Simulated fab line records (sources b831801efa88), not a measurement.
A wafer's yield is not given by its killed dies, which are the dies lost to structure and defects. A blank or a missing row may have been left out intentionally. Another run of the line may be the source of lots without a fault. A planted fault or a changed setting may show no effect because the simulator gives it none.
A struck lot beside a sound one -- flow gf180mcu -- 20 out of 602 route steps
Sound: wafers L199.1, L199.2, L199.5. Struck: wafer L204.3 (left out: L204.2, a lot-mate that was not struck); the cause follows at the end.
For every step that has rows: the tool of each side, followed by ch and its chambers, followed by its first start. Under that, the readings that differ: sound wafers -- struck wafers -- difference of the means -- sigmas: that difference in standard deviations of wafers without a fault.
alike: readings whose means differ by less than 2 such deviations, and words and numbers that are the same on both sides. not compared: withheld readings, readings that some wafer has no value for, bounds like >300 that may hide the same value, and numbers for which the record gives no deviation and whose values overlap.
A row with sigmas, a row that says differs or no value, or rows on one side alone: a step with any of these is where the two part. Numbers that have no deviation but don't overlap get no sigmas and don't part them. Lack of a reading on every wafer of one side parts them only where that side has two or more wafers.

first, 1 step without rows for these wafers: GF_DUAL_GATE_WET_ETCH_12 (etches SiO2 in dHF, target depth 13 nm, time 260 s).
GF_DUAL_GATE_STRIP_13: strips in O2/N2.
  sound on plasma_asher-03 ch 0,1, day 9 11:31; struck on plasma_asher-02 ch 1, day 10 18:28
  alike: drypump_motor_current_A, heater_power_w, oes_product_au, platen_temp_c, strip_time_to_endpoint_s
  not compared: rf_hours_counter_h
then, 3 steps without rows for these wafers: GF_DUAL_GATE_CLEAN_14 (cleans in SC1/SC2, time 150 s); GF_DUAL_GATE_OXIDATION_15 (stabilise 600 s, purge 300 s, target thk 7.098 nm); GF_POLY_GATE_CVD_00 (deposits poly-Si, target thk 200 nm, time 1200 s).
GF_POLY_GATE_THK_MEAS_01:
  sound on film_metro-03, day 9 16:17; struck on film_metro-03, day 10 22:26
reading,sound,struck,difference,sigmas
POLY_GATE_CVD_00_THK (nm),203.0 201.5 205.0,197.4,-5.8,-3
then, 6 steps without rows for these wafers: GF_POLY_GATE_DEHYDRATE_02 (time 60 s); GF_POLY_GATE_HMDS_03 (prime time 60 s); GF_POLY_GATE_COAT_04; GF_POLY_GATE_COAT_05 (resist thk 700 nm); GF_POLY_GATE_SOFTBAKE_06 (time 60 s); GF_POLY_GATE_EXPOSE_07 (exposes mask Poly2, target cd 280 nm).
GF_POLY_GATE_PEB_08: peb time 90 s.
  sound on litho_track-02 ch 0, day 10 07:08; struck on litho_track-02 ch 0, day 11 15:31
reading,sound,struck,difference,sigmas
heater_power_total_W (W),85.86 85.65 85.62,104.42,+18.71,+99 or more
then, 1 step without rows for these wafers: GF_POLY_GATE_DEVELOP_09 (develop time 60 s).
GF_POLY_GATE_CD_MEAS_10: target cd 280 nm.
  sound on cd_sem-01, day 10 07:29; struck on cd_sem-01, day 11 16:16
reading,sound,struck,difference,sigmas
cd_nm (nm),281.3 280.9 280.8,299.2,+18.2,+17
  not compared: hold
GF_POLY_GATE_OVL_MEAS_11:
  sound on overlay-02, day 10 07:36; struck on overlay-01, day 11 17:47
reading,sound,struck,difference,sigmas
hold,- - -,await_dispo/1.4h/release,no value on the sound wafers,
POLY_GATE_OVL (nm),17 9 9,-5,-17,-3
GF_POLY_GATE_ETCH_12: etches BARC in N2/H2.
  sound on rie_diel-02 ch 1,2, day 10 07:38; struck on rie_diel-02 ch 3, day 11 17:49
reading,sound,struck,difference,sigmas
oes_product_au (a.u.),0.739 0.728 0.732,0.743,+0.010,+2
model.POLY_GATE.cd_nm (nm),282.1 282.4 283,298.7,+16.2,
  alike: drypump_motor_current_A, h2_flow_sccm, throttle_valve_pct
GF_POLY_GATE_ETCH_13: etches poly-Si in HBr/Cl2, stops on SiO2, target depth 198.5 nm, time 69.6 s.
  sound on rie_si-02 ch 0,1,3, day 10 07:41; struck on rie_si-01 ch 3, day 11 17:52
reading,sound,struck,difference,sigmas
model.POLY_GATE.cd_nm (nm),283.5 283.3 281.6,299.9,+17.1,
  alike: drypump_motor_current_A, oes_product_au, throttle_valve_pct
  not compared: rf_hours_counter_h
GF_POLY_GATE_STRIP_14: strips in O2/N2.
  sound on plasma_asher-03 ch 0,1, day 10 07:44; struck on plasma_asher-03 ch 0, day 11 17:55
  alike: drypump_motor_current_A, heater_power_w, oes_product_au, platen_temp_c
  not compared: rf_hours_counter_h
GF_PASSIVATION_PROBE_99:
  the record holds rows for the sound wafers here (prober-02, day 30 10:16) but none for the struck ones

WHERE THEY PART
At GF_POLY_GATE_THK_MEAS_01 first; at GF_PASSIVATION_PROBE_99 last (within this record only).

WHY: whatever the simulator had introduced
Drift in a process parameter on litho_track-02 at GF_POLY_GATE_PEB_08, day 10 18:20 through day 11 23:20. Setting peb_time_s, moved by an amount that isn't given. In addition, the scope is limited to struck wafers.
